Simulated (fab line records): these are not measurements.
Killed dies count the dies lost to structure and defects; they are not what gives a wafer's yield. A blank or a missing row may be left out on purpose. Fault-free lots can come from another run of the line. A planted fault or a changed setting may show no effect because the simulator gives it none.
fab line records ; flow sky130
record lots=7; wafers=21; lastDay=50
route steps=708 shown VIA4@644 PAD_OPEN@708
lots that met no fault: from a run of the same line without faults
startH: hours from the record's first day to the start of the lot's first wafer shown ; waitH: hours from the lot's prior step to this one ; " the same as in the row above ; L1.1+2: a single row standing in for several wafers ; - no value, or no start given ; * or withheld: withheld ; < > ~ a bound
route shown NAME@n: a module of which the file shows steps, and the number in the route of the first ; usual: mean/standard deviation of fault-free wafers ; same: alike in all rows ; chamber/n: place in a boat ; sites: each site's reading ; _std_site: standard deviation of those values ; _edge_site: the outer-site mean with the inner-site mean subtracted ; radiusMm: for every site, how far away it sits from the centre of the wafer ; mask NAME#n: copy n ; behind: the tool/chamber that last shaped the wafer ; hold: reason for holding the lot/hours on hold/outcome of the hold ; device: names the non-switching transistor (n, p or np) ; end of line: the tests these same wafers got at the end of their route ; a step with no rows: only its recipe ; killed: dies that structure and defects cost at the first sort, which is not the same as the wafer's yield ; map: a wafer's dies, marking killed ones x, the rest . and places with no die _
set.NAME: the setting as run; set.NAME@STEP: as run at that earlier step ; model.NAME: the simulator's own value behind a step, which no gauge read
lots at selected steps of the route; one table per step, one row per wafer
services: a tool's chamber out of use, with start hour (startH, from the record's first day; less than 0 if before it), hours out, and reason
## steps
# step SKY_VIA4_HMDS_05
# recipe primeTimeS=60; primeTempC=120
# step SKY_VIA4_COAT_06
# recipe resist=NOVOLAK; spinRpm=3000; resistThkNm=1140
# step SKY_VIA4_SOFTBAKE_07
# recipe tempC=90; timeS=60; resist=NOVOLAK
# step SKY_VIA4_EXPOSE_08
# recipe maskId=VIM4; na=0.6; sourceShape=conventional; sigmaOuter=0.6; polarization=unpolarized; targetCdNm=800; doseMj=132
# step SKY_VIA4_PEB_09
# recipe tempC=withheld; timeS=*; resist=NOVOLAK
# step SKY_VIA4_DEVELOP_10
# recipe resist=NOVOLAK; developer=TMAH; developTimeS=60; devTempC=23
# step SKY_VIA4_OVL_MEAS_11
# usual VIA4_OVL=-1.1/1.3
lot.wafer;tool;chamber;startH;waitH;VIA4_OVL[nm]
L724.1;overlay-02;-;998.85;0.1;-0.3
L724.2;overlay-02;-;998.85;0.1;-0.9
L724.5;overlay-02;-;998.85;0.1;-1.0
L725.1;overlay-01;-;1011.38;0.1;-1.7
L725.3;overlay-01;-;1011.38;0.1;-1.8
L725.6;overlay-01;-;1011.38;0.1;-1.1
L726.1;overlay-02;-;1015.28;0.1;-0.5
L726.2;overlay-02;-;1015.28;0.1;-1.7
L726.4;overlay-02;-;1015.28;0.1;-1.9
L743.3;overlay-02;-;1126.24;0.1;-2.2
L743.4;overlay-02;-;1126.24;0.1;-0.5
L743.5;overlay-02;-;1126.24;0.1;-1.4
L744.2;overlay-02;-;1128.70;0.1;0.4
L744.4;overlay-02;-;1128.70;0.1;1.7
L744.5;overlay-02;-;1128.70;0.1;0.7
L745.2;overlay-02;-;1129.99;0.1;1.8
L745.3;overlay-02;-;1129.99;0.1;1.3
L745.5;overlay-02;-;1129.99;0.1;0.1
L747.1;overlay-01;-;1136.15;0.1;-1.6
L747.3;overlay-01;-;1136.15;0.1;-0.2
L747.4;overlay-01;-;1136.15;0.1;-2.7
# step SKY_VIA4_ETCH_12
# recipe target=SiO2; chemistry=C4F8/O2/Ar; stopOn=TiN; maskMaterial=NOVOLAK; sourceW=1500; biasW=1200; pressureMtorr=40; c4f8FlowSccm=withheld; O2_flow_sccm=6; Ar_flow_sccm=300; timeS=withheld; targetDepthA=5800
# usual oesProductAu=0.926/0.0051
lot.wafer;tool;chamber;startH;waitH;oesProductAu
L724.1;rieDiel-04;2;998.88;0.0;0.920
L724.2;rieDiel-04;1;998.88;0.0;0.926
L724.5;rieDiel-04;0;998.88;0.0;0.927
L725.1;rieDiel-04;1;1011.42;0.0;0.929
L725.3;rieDiel-04;3;1011.42;0.0;0.927
L725.6;rieDiel-04;0;1011.42;0.0;0.926
L726.1;rieDiel-02;1;1015.32;0.0;0.914
L726.2;rieDiel-02;3;1015.32;0.0;0.918
L726.4;rieDiel-02;2;1015.32;0.0;0.918
L743.3;rieDiel-04;3;1126.27;0.0;0.933
L743.4;rieDiel-04;0;1126.27;0.0;0.931
L743.5;rieDiel-04;2;1126.27;0.0;0.925
L744.2;rieDiel-02;0;1128.73;0.0;0.924
L744.4;rieDiel-02;1;1128.73;0.0;0.929
L744.5;rieDiel-02;0;1128.73;0.0;0.925
L745.2;rieDiel-02;2;1130.02;0.0;0.939
L745.3;rieDiel-02;0;1130.02;0.0;0.934
L745.5;rieDiel-02;3;1130.02;0.0;0.928
L747.1;rieDiel-03;0;1136.18;0.0;0.928
L747.3;rieDiel-03;1;1136.18;0.0;0.923
L747.4;rieDiel-03;2;1136.18;0.0;0.930
# step SKY_VIA4_STRIP_13
# recipe chemistry=O2/N2; powerW=1400; pressureMtorr=1500; platenTempC=withheld; o2FlowSccm=3000; n2FlowSccm=300; overashFraction=0.5
# usual drypumpMotorCurrentA=5.9/0.39; oesProductAu=0.710/0.0045; stripTimeToEndpointS=12.804/0.026
lot.wafer;tool;chamber;startH;waitH;drypumpMotorCurrentA;oesProductAu;rfHoursCounterH;stripTimeToEndpointS
L724.1;plasmaAsher-03;1;998.96;-;5.5;0.706;92;12.789
L724.2;plasmaAsher-03;0;998.96;-;6.1;0.714;92;12.809
L724.5;plasmaAsher-03;0;998.96;-;6.1;0.703;-;12.794
L725.1;plasmaAsher-04;1;1011.49;-;6.4;0.712;45;12.798
L725.3;plasmaAsher-04;1;1011.49;-;6.4;0.713;-;12.824
L725.6;plasmaAsher-04;1;1011.49;-;6.4;0.714;-;12.758
L726.1;plasmaAsher-03;1;1015.39;-;5.5;0.705;94;12.775
L726.2;plasmaAsher-03;0;1015.39;-;6.1;0.715;94;12.823
L726.4;plasmaAsher-03;0;1015.39;-;6.1;0.709;-;12.777
L743.3;plasmaAsher-04;1;1126.37;-;6.4;0.716;-;12.839
L743.4;plasmaAsher-04;0;1126.37;-;5.9;0.713;-;12.838
L743.5;plasmaAsher-04;0;1126.37;-;5.9;0.711;-;12.843
L744.2;plasmaAsher-02;0;1128.81;-;5.4;0.711;6;12.781
L744.4;plasmaAsher-02;1;1128.81;-;6.2;0.707;-;12.816
L744.5;plasmaAsher-02;0;1128.81;-;5.4;0.708;-;12.839
L745.2;plasmaAsher-04;0;1130.09;-;5.9;0.714;57;12.774
L745.3;plasmaAsher-04;1;1130.09;-;6.4;0.710;-;12.779
L745.5;plasmaAsher-04;1;1130.09;-;6.4;0.707;-;12.784
L747.1;plasmaAsher-02;0;1136.26;-;5.4;0.710;7;12.781
L747.3;plasmaAsher-02;0;1136.26;-;5.4;0.703;-;12.830
L747.4;plasmaAsher-02;1;1136.26;-;6.2;0.710;-;12.775
# step SKY_VIA4_STRIP_14
# recipe chemistry=postEtchResidueRemover; timeS=1200; tempC=72.5
# step SKY_VIA4_CLEAN_15
# recipe chemistry=IPA; timeS=180; tempC=25
# step SKY_VIA4_CLEAN_16
# recipe chemistry=O3/DIW; dry=n2Spin
# step SKY_VIA4_SPUTTER_17
# recipe material=TiN; targetThkNm=20; chamberPressurePa=5; powerW=4000; timeS=80
# usual throttleValvePct=30.0/1.1
lot.wafer;tool;chamber;startH;waitH;throttleValvePct;model.TiN_of_VIA4_SPUTTER_17.thkNm
L724.1;pvdSputter-01;-;999.58;0.0;30.2;20.14
L724.2;pvdSputter-01;-;999.58;0.0;31.5;20.2
L724.5;pvdSputter-01;-;999.58;0.0;30.6;20.04
L725.1;pvdSputter-01;-;1012.08;0.0;30.4;20.26
L725.3;pvdSputter-01;-;1012.08;0.0;30.2;20.11
L725.6;pvdSputter-01;-;1012.08;0.0;31.5;20.19
L726.1;pvdSputter-03;-;1016.01;0.0;28.9;20.04
L726.2;pvdSputter-03;-;1016.01;0.0;28.4;19.81
L726.4;pvdSputter-03;-;1016.01;0.0;30.1;19.75
L743.3;pvdSputter-03;-;1126.93;0.0;28.4;19.95
L743.4;pvdSputter-03;-;1126.93;0.0;30.2;19.81
L743.5;pvdSputter-03;-;1126.93;0.0;29.6;20.56
L744.2;pvdSputter-03;-;1129.40;0.0;28.5;19.81
L744.4;pvdSputter-03;-;1129.40;0.0;28.9;19.87
L744.5;pvdSputter-03;-;1129.40;0.0;29.7;20.43
L745.2;pvdSputter-03;-;1130.72;0.0;29.7;21.01
L745.3;pvdSputter-03;-;1130.72;0.0;28.9;20.37
L745.5;pvdSputter-03;-;1130.72;0.0;29.8;21.06
L747.1;pvdSputter-01;-;1137.06;0.0;31.3;19.8
L747.3;pvdSputter-01;-;1137.06;0.0;29.3;19.8
L747.4;pvdSputter-01;-;1137.06;0.0;30.4;19.68
# step SKY_VIA4_CVD_18
# recipe material=W; targetThkNm=505; timeS=152.14; tempC=400; pressureTorr=40
# usual heaterPowerW=860/70
lot.wafer;tool;chamber;startH;waitH;heaterPowerW
L724.1;cvdW-01;0;999.64;0.0;745
L724.2;cvdW-01;1;999.64;0.0;883
L724.5;cvdW-01;0;999.64;0.0;769
L725.1;cvdW-01;0;1012.14;0.0;778
L725.3;cvdW-01;1;1012.14;0.0;881
L725.6;cvdW-01;1;1012.14;0.0;885
L726.1;cvdW-01;1;1016.07;0.0;887
L726.2;cvdW-01;0;1016.07;0.0;767
L726.4;cvdW-01;1;1016.07;0.0;903
L743.3;cvdW-01;0;1127.04;0.1;773
L743.4;cvdW-01;1;1127.04;0.1;913
L743.5;cvdW-01;1;1127.04;0.1;898
L744.2;cvdW-01;1;1129.46;0.0;906
L744.4;cvdW-01;1;1129.46;0.0;915
L744.5;cvdW-01;1;1129.46;0.0;890
L745.2;cvdW-01;0;1130.78;0.0;765
L745.3;cvdW-01;0;1130.78;0.0;787
L745.5;cvdW-01;0;1130.78;0.0;783
L747.1;cvdW-02;1;1137.12;0.0;851
L747.3;cvdW-02;1;1137.12;0.0;854
L747.4;cvdW-02;0;1137.12;0.0;960
# step SKY_PAD_OPEN_PROBE_99
# usual defectLimitedYield=82.2/1.9; killed_at_M0_to_M3=44/6.6; killed_at_M4_up=3.4/1.9; killedAtContacts=25/5.6; killedAtFrontEnd=15/4.6; killedAtOther=0.3/0.6; killedDies=88/9.5; killedOnRim=17/3.8; killedOpen=47/7.1; killedShort=40/6.4; sort_bin_3_pad_short=1.0/0.47; sort_bin_5_function=10.4/1.4; sort_bin_6_memory=6.4/1.1; sortNPass=404/9.5; sortYieldPct=82.2/1.9
# same grossDies=492; killedAtBackSide=0; sort_bin_4_leakage[%]=0; sort_bin_8_speed[%]=0
lot.wafer;tool;chamber;startH;waitH;defectLimitedYield[%];killed_at_M0_to_M3;killed_at_M4_up;killedAtContacts;killedAtFrontEnd;killedAtOther;killedDies;killedOnRim;killedOpen;killedShort;sort_bin_3_pad_short[%];sort_bin_5_function[%];sort_bin_6_memory[%];sortNPass;sortYieldPct[%]
L725.1;prober-01;-;1082.58;0.1;85.0;48;2;16;8;0;74;21;45;29;1.0;8.5;5.5;418;85.0
L725.3;prober-01;-;1082.68;0.2;80.9;52;2;23;16;1;94;18;52;42;1.0;10.8;7.3;398;80.9
L725.6;prober-01;-;1082.83;0.2;82.3;46;2;26;12;1;87;16;41;46;0.8;9.1;7.7;405;82.3
L726.1;prober-02;-;1085.71;0.1;82.5;42;2;28;14;0;86;19;52;34;0.6;11.2;5.7;406;82.5
L726.2;prober-02;-;1085.76;0.1;82.7;43;4;28;10;0;85;13;41;42;0.6;12.4;4.3;407;82.7
L726.4;prober-02;-;1085.86;0.2;82.3;45;4;22;16;0;87;20;47;38;1.0;10.0;6.7;405;82.3
L743.3;prober-02;-;1184.21;0.2;80.3;54;4;26;13;0;97;17;57;40;1.0;10.8;7.9;395;80.3
L743.4;prober-02;-;1184.26;0.2;84.1;44;2;19;12;1;78;15;40;38;0.4;10.2;5.3;414;84.1
L743.5;prober-02;-;1184.31;0.2;80.9;48;3;30;13;0;94;16;55;39;0.8;10.4;7.9;398;80.9
L745.2;prober-02;-;1187.22;0.1;83.7;37;2;25;16;0;80;12;43;37;1.2;8.7;6.3;412;83.7
L745.3;prober-02;-;1187.27;0.2;79.9;54;5;30;10;0;99;14;48;51;1.0;12.4;6.7;393;79.9
L745.5;prober-02;-;1187.37;0.2;79.5;43;5;31;22;0;101;25;59;42;0.6;10.8;9.1;391;79.5
L747.1;prober-02;-;1193.04;0.1;80.9;55;5;18;16;0;94;21;50;44;1.2;11.8;6.1;398;80.9
L747.3;prober-02;-;1193.14;0.2;82.3;49;7;24;7;0;87;13;46;41;0.6;10.0;7.1;405;82.3
L747.4;prober-02;-;1193.19;0.2;81.7;40;4;33;13;0;90;19;48;42;1.8;10.2;6.3;402;81.7
# killed by level:class
L725.1 VIA1:geometricParticle:open=18 VIA2:geometricParticle:open=6 METAL1:geometricParticle:short=6 LI_CONTACT:geometricParticle:open=5 CONTACT:geometricParticle:open=5 VIA3:geometricParticle:short=4 VIA3:geometricParticle:open=4 LI_CONTACT:geometricParticle:short=3
L725.3 VIA1:geometricParticle:open=14 CONTACT:geometricParticle:open=9 METAL2:geometricParticle:short=8 VIA3:geometricParticle:open=7 CONTACT:geometricParticle:short=6 METAL1:geometricParticle:short=6 POLY_GATE:geometricParticle:open=5 VIA1:geometricParticle:short=4
L725.6 VIA1:geometricParticle:short=12 CONTACT:geometricParticle:open=10 VIA1:geometricParticle:open=8 METAL2:geometricParticle:short=6 VIA2:geometricParticle:open=6 FIELD_ISO:geometricParticle:short=5 LI_CONTACT:geometricParticle:open=5 METAL1:geometricParticle:short=5
L726.1 VIA1:geometricParticle:open=11 CONTACT:geometricParticle:open=10 VIA3:geometricParticle:open=7 VIA2:geometricParticle:open=7 LI_CONTACT:geometricParticle:open=6 CONTACT:geometricParticle:short=5 LOCAL_INTERCONNECT:geometricParticle:short=4 VIA2:geometricParticle:short=4
L726.2 CONTACT:geometricParticle:open=10 VIA1:geometricParticle:open=10 VIA2:geometricParticle:open=7 LI_CONTACT:geometricParticle:open=6 CONTACT:geometricParticle:short=6 VIA1:geometricParticle:short=5 METAL2:geometricParticle:short=5 FIELD_ISO:geometricParticle:short=4
L726.4 VIA1:geometricParticle:open=12 LI_CONTACT:geometricParticle:open=9 VIA1:geometricParticle:short=8 VIA3:geometricParticle:open=7 CONTACT:geometricParticle:open=5 VIA2:geometricParticle:open=5 METAL3:geometricParticle:short=4 FIELD_ISO:geometricParticle:short=3
L743.3 VIA1:geometricParticle:open=13 CONTACT:geometricParticle:open=9 VIA2:geometricParticle:open=9 METAL1:geometricParticle:short=9 VIA1:geometricParticle:short=8 VIA3:geometricParticle:open=8 LI_CONTACT:geometricParticle:open=6 LI_CONTACT:geometricParticle:short=5
L743.4 VIA1:geometricParticle:open=9 CONTACT:geometricParticle:open=8 VIA1:geometricParticle:short=7 METAL2:geometricParticle:short=6 VIA2:geometricParticle:open=5 VIA3:geometricParticle:open=5 LI_CONTACT:geometricParticle:open=4 LOCAL_INTERCONNECT:geometricParticle:short=4
L743.5 CONTACT:geometricParticle:open=16 VIA1:geometricParticle:open=12 LI_CONTACT:geometricParticle:open=8 METAL1:geometricParticle:short=7 FIELD_ISO:geometricParticle:short=6 VIA2:geometricParticle:open=6 METAL3:geometricParticle:short=6 VIA1:geometricParticle:short=5
L745.2 VIA1:geometricParticle:open=10 LI_CONTACT:geometricParticle:open=9 CONTACT:geometricParticle:open=8 METAL2:geometricParticle:short=6 VIA1:geometricParticle:short=5 VIA3:geometricParticle:open=4 CONTACT:geometricParticle:short=4 FIELD_ISO:geometricParticle:short=3
L745.3 VIA1:geometricParticle:open=10 CONTACT:geometricParticle:open=9 VIA3:geometricParticle:short=8 CONTACT:geometricParticle:short=7 LOCAL_INTERCONNECT:geometricParticle:short=6 METAL2:geometricParticle:short=6 VIA2:geometricParticle:open=6 LI_CONTACT:geometricParticle:open=5
L745.5 VIA1:geometricParticle:open=12 POLY_GATE:geometricParticle:open=9 CONTACT:geometricParticle:open=9 LI_CONTACT:geometricParticle:open=8 LI_CONTACT:geometricParticle:short=8 VIA3:geometricParticle:open=8 FIELD_ISO:geometricParticle:open=6 METAL1:geometricParticle:short=6
L747.1 VIA1:geometricParticle:open=12 METAL1:geometricParticle:short=7 VIA2:geometricParticle:open=7 CONTACT:geometricParticle:open=6 VIA1:geometricParticle:short=6 VIA3:geometricParticle:open=6 LI_CONTACT:geometricParticle:open=5 FIELD_ISO:geometricParticle:open=4
L747.3 VIA1:geometricParticle:open=13 CONTACT:geometricParticle:open=9 CONTACT:geometricParticle:short=7 METAL2:geometricParticle:short=7 VIA2:geometricParticle:open=6 VIA2:geometricParticle:short=5 METAL3:geometricParticle:short=5 VIA3:geometricParticle:open=5
L747.4 LI_CONTACT:geometricParticle:open=12 LOCAL_INTERCONNECT:geometricParticle:short=9 CONTACT:geometricParticle:open=9 METAL2:geometricParticle:short=7 VIA3:geometricParticle:open=7 VIA2:geometricParticle:open=6 METAL1:geometricParticle:short=6 VIA1:geometricParticle:open=6
## services
tool;chamber;startH;hours;kind
rieDiel-03;2;986.94;14.9;repair
rieDiel-02;0;1004.77;13.5;repair
cvdW-01;0;1022.64;2.6;repair
cvdW-01;-;1023.38;6.0;pm
rieDiel-04;1;1024.29;9.4;repair
rieDiel-03;1;1025.82;1.3;repair
plasmaAsher-03;-;1030.41;2.1;repair
plasmaAsher-03;-;1033.73;0.4;repair
pvdSputter-03;-;1045.74;27.6;repair
cvdW-01;-;1047.88;0.6;repair
pvdSputter-01;-;1048.09;1.4;repair
plasmaAsher-02;-;1055.28;9.0;pm
pvdSputter-03;-;1055.87;2.5;repair
pvdSputter-01;3;1067.57;-;consumableReplace:kit
pvdSputter-01;-;1075.11;7.2;repair
pvdSputter-03;1;1083.67;-;consumableReplace:kit
pvdSputter-03;1;1083.67;18.0;scheduledDown
pvdSputter-03;1;1083.67;18.0;ventCycle
rieDiel-02;3;1087.62;41.8;repair
pvdSputter-01;-;1087.71;13.7;repair
pvdSputter-01;-;1108.88;2.7;repair
rieDiel-02;1;1129.06;10.0;repair
cvdW-02;-;1131.47;1.4;repair
cvdW-01;-;1136.66;14.6;pm
## key
firstSign none at tools or gauges
modelEffect step=SKY_VIA4_SPUTTER_17; value=TiN_of_VIA4_SPUTTER_17.thkNm; without=20.14; struck=20.76
metAt SKY_VIA4_SPUTTER_17
struckWafers L743.5,L744.5,L745.2,L745.5
fault kind=processParameterDrift; tool=pvdSputter-03; chamber=-; onsetH=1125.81; steps=SKY_VIA4_SPUTTER_17; channel=timeS; offset=*; shape=step; endH=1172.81; actsIn=*; stated=*; scope=struckWafersOnly
